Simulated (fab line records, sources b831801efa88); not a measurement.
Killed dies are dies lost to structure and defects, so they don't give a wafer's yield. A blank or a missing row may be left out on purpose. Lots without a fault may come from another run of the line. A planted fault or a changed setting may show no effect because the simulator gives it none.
fab line records | flow sky130
record lots=6 wafers=18 last_day=50
route steps=708 shown LDD_N@240 PAD_OPEN@708
lots that met no fault: from a run of the same line without faults
start_h: hours from the record's first day to the start of the lot's first wafer shown | wait_h: hours since the lot's step before | " the same as in the row above | L1.1+2: a row that stands for several wafers | - no value, or no start given | * or withheld: withheld | < > ~ a bound
route shown NAME@n: a module of which the file shows steps, and the number in the route of the first | usual: mean/standard deviation of fault-free wafers | same: alike in all rows | chamber/n: place in a boat | sites: the reading at each site | _std_site: their standard deviation | _edge_site: outer sites' mean less inner sites' | radius_mm: how far each site lies from the wafer's centre | mask NAME#n: copy n | behind: the tool/chamber that last shaped the wafer | hold: why the lot was held/for how many hours/how that ended | device: the transistor (n, p or np) that didn't switch | end of line: the same wafers' tests at the end of the route | a step without rows: its recipe alone | killed: dies lost to structure and defects at the first sort, not the wafer's yield | map: a wafer's dies, x killed, . not, _ none there
set.NAME: the setting as run; set.NAME@STEP: as run at that earlier step | model.NAME: the simulator's own value behind a step, which no gauge read
lots at some steps of the route; a table a step, a row a wafer
services: from which hour (start_h, from the record's first day; less than 0 if before it) a tool's chamber was out of use, for how many hours, and why
## steps
# step SKY_LDD_N_SOFTBAKE_03
# recipe temp_c=90 time_s=60 resist=NOVOLAK
# step SKY_LDD_N_EXPOSE_04
# recipe mask_id=NTM target_cd_nm=840 na=0.6 source_shape=conventional sigma_outer=0.6 dose_mj=110
# step SKY_LDD_N_PEB_05
# recipe temp_c=withheld time_s=* resist=NOVOLAK
# step SKY_LDD_N_DEVELOP_06
# recipe develop_time_s=60 dev_temp_c=23
# step SKY_LDD_N_OVL_MEAS_07
# usual LDD_N_OVL=1.2/1.4
# columns lot.wafer tool chamber start_h wait_h LDD_N_OVL[nm]
L230.2 overlay-01 - 431.28 0.1 0.3
L230.4 " - " " 1.9
L230.5 " - " " 0.3
L236.2 overlay-02 - 501.45 0.1 0.1
L236.4 " - " " 1.6
L236.5 " - " " -0.6
L237.2 overlay-01 - 508.35 0.1 2.7
L237.4 " - " " 1.0
L237.5 " - " " 2.1
L246.2 overlay-01 - 574.35 0.1 0.5
L246.3 " - " " 0.7
L246.5 " - " " 0.3
L248.1 overlay-02 - 592.47 0.1 0.8
L248.4 " - " " 0.2
L248.5 " - " " 1.3
L249.2 overlay-01 - 595.15 0.1 2.0
L249.3 " - " " 0.1
L249.5 " - " " 3.2
# step SKY_LDD_N_IMPLANT_08
# recipe species=As energy_kev=20 dose_cm2=7.5e+13 tilt_deg=withheld rotation_deg=23
# step SKY_LDD_N_IMPLANT_09
# recipe species=As energy_kev=20 dose_cm2=7.5e+13 tilt_deg=withheld rotation_deg=113
# step SKY_LDD_N_IMPLANT_10
# recipe species=As energy_kev=20 dose_cm2=7.5e+13 tilt_deg=withheld rotation_deg=203
# step SKY_LDD_N_IMPLANT_11
# recipe species=As energy_kev=20 dose_cm2=7.5e+13 tilt_deg=withheld rotation_deg=293
# step SKY_LDD_N_IMPLANT_12
# recipe species=BF2 energy_kev=50 dose_cm2=5e+12 tilt_deg=30 rotation_deg=0
# step SKY_LDD_N_IMPLANT_13
# recipe species=BF2 energy_kev=50 dose_cm2=5e+12 tilt_deg=30 rotation_deg=90
# step SKY_LDD_N_IMPLANT_14
# recipe species=BF2 energy_kev=50 dose_cm2=5e+12 tilt_deg=30 rotation_deg=180
# step SKY_LDD_N_IMPLANT_15
# recipe species=BF2 energy_kev=50 dose_cm2=5e+12 tilt_deg=30 rotation_deg=270
# usual beam_on_s=9.95/0.19 dose_ions_cm2=4.999e+12/5.9e+09 faraday_current_uA=28.3/0.51 tilt_deg=29.996/0.02
# same implant_ion_amu=49
# columns lot.wafer tool chamber start_h wait_h beam_on_s dose_ions_cm2 faraday_current_uA tilt_deg
L230.2 implanter-01 0 432.38 0.1 10.25 4.998e+12 27.4 30.024
L230.4 " 0 " " 10.15 5.01e+12 27.7 29.999
L230.5 " 0 " " 9.87 5.007e+12 28.5 30.030
L236.2 implanter-01 0 502.55 0.1 14.07 5.011e+12 20.1 30.005
L236.4 " 0 " " 14.07 5.006e+12 20.1 29.967
L236.5 " 0 " " 14.61 4.999e+12 19.4 29.984
L237.2 implanter-01 0 509.45 0.1 14.43 4.987e+12 19.6 29.970
L237.4 " 0 " " 13.98 5.006e+12 20.1 30.030
L237.5 " 0 " " 14.07 5.008e+12 20.1 29.985
L246.2 implanter-03 0 575.45 0.1 10.18 4.997e+12 27.7 29.967
L246.3 " 0 " " 10.46 4.992e+12 27.0 29.987
L246.5 " 0 " " 9.79 4.99e+12 28.8 29.977
L248.1 implanter-01 0 593.56 0.1 9.83 5e+12 28.6 30.006
L248.4 " 0 " " 9.72 5.003e+12 28.8 29.985
L248.5 " 0 " " 9.93 5.003e+12 28.3 30.016
L249.2 implanter-01 0 596.25 0.1 10.24 5.008e+12 27.5 30.008
L249.3 " 0 " " 9.88 4.998e+12 28.5 30.004
L249.5 " 0 " " 9.92 4.996e+12 28.4 30.024
# step SKY_LDD_N_STRIP_16
# recipe chemistry=O2/N2 power_w=1400 pressure_mtorr=1500 platen_temp_c=withheld o2_flow_sccm=3000 n2_flow_sccm=300 overash_fraction=0.5
# usual drypump_motor_current_A=5.40/0.29 o2_flow_sccm=2999/8.6 oes_product_au=0.406/0.0043 strip_time_to_endpoint_s=4.313/0.015
# columns lot.wafer tool chamber start_h wait_h drypump_motor_current_A o2_flow_sccm oes_product_au rf_hours_counter_h strip_time_to_endpoint_s
L230.2 plasma_asher-04 0 432.51 0.1 5.56 2983 0.416 33 4.303
L230.4 " 0 " " 5.54 2996 0.412 - 4.314
L230.5 " 0 " " 5.57 3000 0.414 - 4.300
L236.2 plasma_asher-02 0 502.68 0.1 5.08 3008 0.407 8 4.344
L236.4 " 0 " " 5.09 2997 0.411 - 4.337
L236.5 " 1 " " 4.99 2989 0.405 - 4.346
L237.2 plasma_asher-02 0 509.58 0.1 5.11 2988 0.400 8 4.331
L237.4 " 0 " " 5.09 2998 0.411 - 4.332
L237.5 " 0 " " 5.10 2997 0.406 - 4.323
L246.2 plasma_asher-04 0 575.58 0.1 5.54 3000 0.405 48 4.306
L246.3 " 0 " " 5.56 3001 0.413 - 4.302
L246.5 " 1 " " 5.53 2997 0.410 - 4.328
L248.1 plasma_asher-01 1 593.71 0.1 5.36 3002 0.402 88 4.295
L248.4 " 0 " " 5.91 3005 0.418 - 4.302
L248.5 " 1 " " 5.36 2997 0.408 - 4.285
L249.2 plasma_asher-02 0 596.38 0.1 5.10 2989 0.400 16 4.320
L249.3 " 1 " " 4.99 2998 0.399 - 4.285
L249.5 " 1 " " 5.00 2999 0.408 - 4.298
# step SKY_PAD_OPEN_PROBE_99
# usual killed_at_M0_to_M3=44/7.8 killed_at_M4_up=3.1/1.7 killed_at_contacts=25/5.1 killed_at_front_end=15/4.4 killed_at_other=0.5/0.68 killed_dies=88/9.9 killed_open=48/6.9 killed_short=39/6.5
# same gross_dies=492 killed_at_back_side=0
# columns lot.wafer tool chamber start_h wait_h killed_at_M0_to_M3 killed_at_M4_up killed_at_contacts killed_at_front_end killed_at_other killed_dies killed_open killed_short model.etest.nfet_01v8_turned.vt_sat_v model.etest.nfet_01v8_turned.vt_v
L230.2 prober-02 - 1094.41 0.1 45 2 25 10 1 83 48 35 0.6506 0.7002
L230.4 prober-02 - 1094.51 0.2 45 2 22 16 0 85 49 36 0.6433 0.695
L230.5 prober-02 - 1094.56 0.2 53 2 23 19 2 99 61 38 0.6442 0.6961
L236.2 prober-02 - 1142.37 0.1 38 5 27 18 2 90 49 40 0.6902 0.7217
L236.4 prober-02 - 1142.47 0.2 46 4 29 11 0 90 54 35 0.6684 0.709
L236.5 prober-02 - 1142.52 0.2 28 4 32 18 0 82 48 34 0.6782 0.7128
L237.2 prober-02 - 1145.57 0.1 59 1 19 7 1 87 48 39 0.6752 0.7117
L237.4 prober-02 - 1145.67 0.2 33 2 22 7 1 65 35 29 0.6783 0.7187
L237.5 prober-02 - 1145.72 0.2 38 1 20 17 0 76 45 31 0.6691 0.7065
L246.2 prober-01 - 1181.85 0.1 46 4 21 21 0 92 52 40 0.6547 0.7028
L246.3 prober-01 - 1181.90 0.2 37 2 25 12 2 78 48 28 0.6531 0.7011
L246.5 prober-01 - 1182.00 0.2 53 3 19 13 1 89 54 34 0.6582 0.7045
L248.1 prober-01 - 1191.70 0.1 45 4 16 12 1 78 43 35 0.6451 0.6962
L248.4 prober-01 - 1191.85 0.2 48 7 19 25 1 100 52 48 0.6495 0.6953
L248.5 prober-01 - 1191.90 0.2 35 2 23 13 0 73 43 28 0.6407 0.6911
L249.2 prober-02 - 1196.07 0.1 42 5 22 12 1 82 48 34 0.655 0.7053
L249.3 prober-02 - 1196.12 0.2 45 3 16 20 0 84 44 39 0.6531 0.7048
L249.5 prober-02 - 1196.22 0.2 45 10 24 13 1 93 48 44 0.657 0.7073
# killed by level:class
L230.2 VIA1:geometric_particle:open=12 CONTACT:geometric_particle:open=11 LI_CONTACT:geometric_particle:open=7 VIA3:geometric_particle:open=6 METAL3:geometric_particle:short=6 POLY_GATE:geometric_particle:open=4 VIA2:geometric_particle:open=4 METAL1:geometric_particle:short=4
L230.4 VIA1:geometric_particle:open=9 CONTACT:geometric_particle:open=8 VIA2:geometric_particle:open=8 VIA3:geometric_particle:open=8 METAL2:geometric_particle:short=6 FIELD_ISO:geometric_particle:short=5 LI_CONTACT:geometric_particle:open=5 FIELD_ISO:geometric_particle:open=4
L230.5 VIA1:geometric_particle:open=16 CONTACT:geometric_particle:open=9 VIA2:geometric_particle:open=9 VIA3:geometric_particle:open=6 FIELD_ISO:geometric_particle:open=5 LOCAL_INTERCONNECT:geometric_particle:short=5 VIA2:geometric_particle:short=5 METAL3:geometric_particle:short=5
L236.2 CONTACT:geometric_particle:open=15 VIA1:geometric_particle:open=9 METAL1:geometric_particle:short=8 FIELD_ISO:geometric_particle:open=7 LI_CONTACT:geometric_particle:open=5 POLY_GATE:geometric_particle:short=4 VIA2:geometric_particle:open=4 CONTACT:geometric_particle:short=4
L236.4 LI_CONTACT:geometric_particle:open=12 CONTACT:geometric_particle:open=9 VIA1:geometric_particle:open=7 METAL1:geometric_particle:short=7 VIA3:geometric_particle:open=7 VIA2:geometric_particle:open=6 METAL2:geometric_particle:short=6 CONTACT:geometric_particle:short=4
L236.5 CONTACT:geometric_particle:open=10 VIA1:geometric_particle:open=10 CONTACT:geometric_particle:short=8 FIELD_ISO:geometric_particle:open=7 LI_CONTACT:geometric_particle:open=6 LOCAL_INTERCONNECT:geometric_particle:short=6 FIELD_ISO:geometric_particle:short=5 VIA1:geometric_particle:short=4
L237.2 VIA1:geometric_particle:open=15 VIA3:geometric_particle:open=12 METAL1:geometric_particle:short=8 CONTACT:geometric_particle:open=8 VIA1:geometric_particle:short=6 METAL2:geometric_particle:short=5 LI_CONTACT:geometric_particle:open=4 CONTACT:geometric_particle:short=4
L237.4 CONTACT:geometric_particle:open=7 VIA1:geometric_particle:open=7 LI_CONTACT:geometric_particle:open=6 METAL2:geometric_particle:short=5 VIA1:geometric_particle:short=4 VIA3:geometric_particle:open=4 LI_CONTACT:geometric_particle:short=3 CONTACT:geometric_particle:short=3
L237.5 VIA1:geometric_particle:open=10 CONTACT:geometric_particle:open=8 FIELD_ISO:geometric_particle:open=7 VIA3:geometric_particle:open=7 VIA2:geometric_particle:open=5 METAL2:geometric_particle:short=5 CONTACT:geometric_particle:short=4 VIA1:geometric_particle:short=4
L246.2 VIA1:geometric_particle:open=8 LI_CONTACT:geometric_particle:open=7 VIA3:geometric_particle:open=7 VIA2:geometric_particle:open=6 FIELD_ISO:geometric_particle:short=5 POLY_GATE:geometric_particle:open=5 POLY_CUT:geometric_particle:short=4 METAL2:geometric_particle:open=4
L246.3 VIA1:geometric_particle:open=9 LI_CONTACT:geometric_particle:open=8 CONTACT:geometric_particle:open=8 VIA2:geometric_particle:open=6 CONTACT:geometric_particle:short=6 VIA1:geometric_particle:short=6 VIA3:geometric_particle:open=6 FIELD_ISO:geometric_particle:open=4
L246.5 VIA2:geometric_particle:open=12 VIA3:geometric_particle:open=10 CONTACT:geometric_particle:open=10 VIA1:geometric_particle:open=9 METAL1:geometric_particle:short=8 POLY_GATE:geometric_particle:open=6 LI_CONTACT:geometric_particle:open=4 METAL2:geometric_particle:short=4
L248.1 VIA1:geometric_particle:open=14 CONTACT:geometric_particle:open=10 VIA2:geometric_particle:open=6 METAL1:geometric_particle:short=6 METAL4:geometric_particle:short=4 LOCAL_INTERCONNECT:geometric_particle:short=4 VIA2:geometric_particle:short=4 FIELD_ISO:geometric_particle:open=3
L248.4 VIA1:geometric_particle:open=11 VIA2:geometric_particle:open=8 CONTACT:geometric_particle:open=7 METAL2:geometric_particle:short=7 FIELD_ISO:geometric_particle:short=6 LI_CONTACT:geometric_particle:open=6 POLY_GATE:geometric_particle:short=5 METAL4:geometric_particle:short=5
L248.5 LI_CONTACT:geometric_particle:open=12 VIA1:geometric_particle:open=9 CONTACT:geometric_particle:open=5 VIA3:geometric_particle:open=5 CONTACT:geometric_particle:short=4 METAL3:geometric_particle:open=4 POLY_GATE:geometric_particle:open=3 POLY_GATE:geometric_particle:short=3
L249.2 VIA1:geometric_particle:open=10 VIA2:geometric_particle:open=10 LI_CONTACT:geometric_particle:open=8 CONTACT:geometric_particle:open=7 VIA3:geometric_particle:open=5 VIA1:geometric_particle:short=5 FIELD_ISO:geometric_particle:open=4 POLY_GATE:geometric_particle:short=4
L249.3 VIA1:geometric_particle:short=8 VIA2:geometric_particle:open=7 VIA1:geometric_particle:open=7 METAL2:geometric_particle:short=7 FIELD_ISO:geometric_particle:short=5 POLY_GATE:geometric_particle:open=5 LI_CONTACT:geometric_particle:open=5 CONTACT:geometric_particle:open=5
L249.5 VIA1:geometric_particle:open=11 METAL2:geometric_particle:short=8 METAL4:geometric_particle:short=8 CONTACT:geometric_particle:short=7 CONTACT:geometric_particle:open=7 VIA3:geometric_particle:open=7 VIA2:geometric_particle:open=6 LI_CONTACT:geometric_particle:open=5
## services
# columns tool chamber start_h hours kind
plasma_asher-02 - 421.25 9.0 pm
plasma_asher-02 0 421.25 9.0 vent_cycle
plasma_asher-02 1 421.25 9.0 vent_cycle
implanter-03 - 425.61 6.2 pm
plasma_asher-02 0 430.25 - clean
plasma_asher-02 1 430.25 - clean
implanter-01 - 444.19 4.8 pm
implanter-03 - 448.95 4.5 pm
plasma_asher-01 - 456.52 3.1 repair
implanter-01 - 514.82 0.7 repair
plasma_asher-02 - 523.57 0.7 repair
plasma_asher-01 - 529.69 15.6 pm
plasma_asher-01 - 545.44 0.4 repair
plasma_asher-04 - 555.18 3.9 repair
plasma_asher-04 - 556.25 0.7 repair
plasma_asher-02 - 569.71 14.6 pm
plasma_asher-02 - 590.06 3.1 repair
implanter-03 - 596.30 4.3 repair
## key
first_sign step=SKY_LDD_N_IMPLANT_15 reading=beam_on_s direction=up sigmas=23 usual=9.95 struck=14.21
effect step=SKY_LDD_N_IMPLANT_15 reading=faraday_current_uA direction=down sigmas=16 usual=28.3 struck=19.9
model_effect step=SKY_PAD_OPEN_PROBE_99 value=etest.nfet_01v8_turned.vt_sat_v without=0.6477 struck=0.6766
met_at SKY_LDD_N_IMPLANT_15
struck_wafers L236.2,L236.4,L236.5,L237.2,L237.4,L237.5
tester_left_out L236,L237
onset_between 432.38 502.55
fault kind=process_parameter_drift tool=implanter-01 chamber=- onset_h=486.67 steps=SKY_LDD_N_IMPLANT_15 channel=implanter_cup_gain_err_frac offset=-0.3 shape=step end_h=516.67
# tester_left_out: of these lots the tester's yield and bins aren't shown, on N5 and GAA mostly nor the transistor test; their killed dies are dies lost to structure and defects alone, not to doping, threshold or leakage, so they don't give the yield
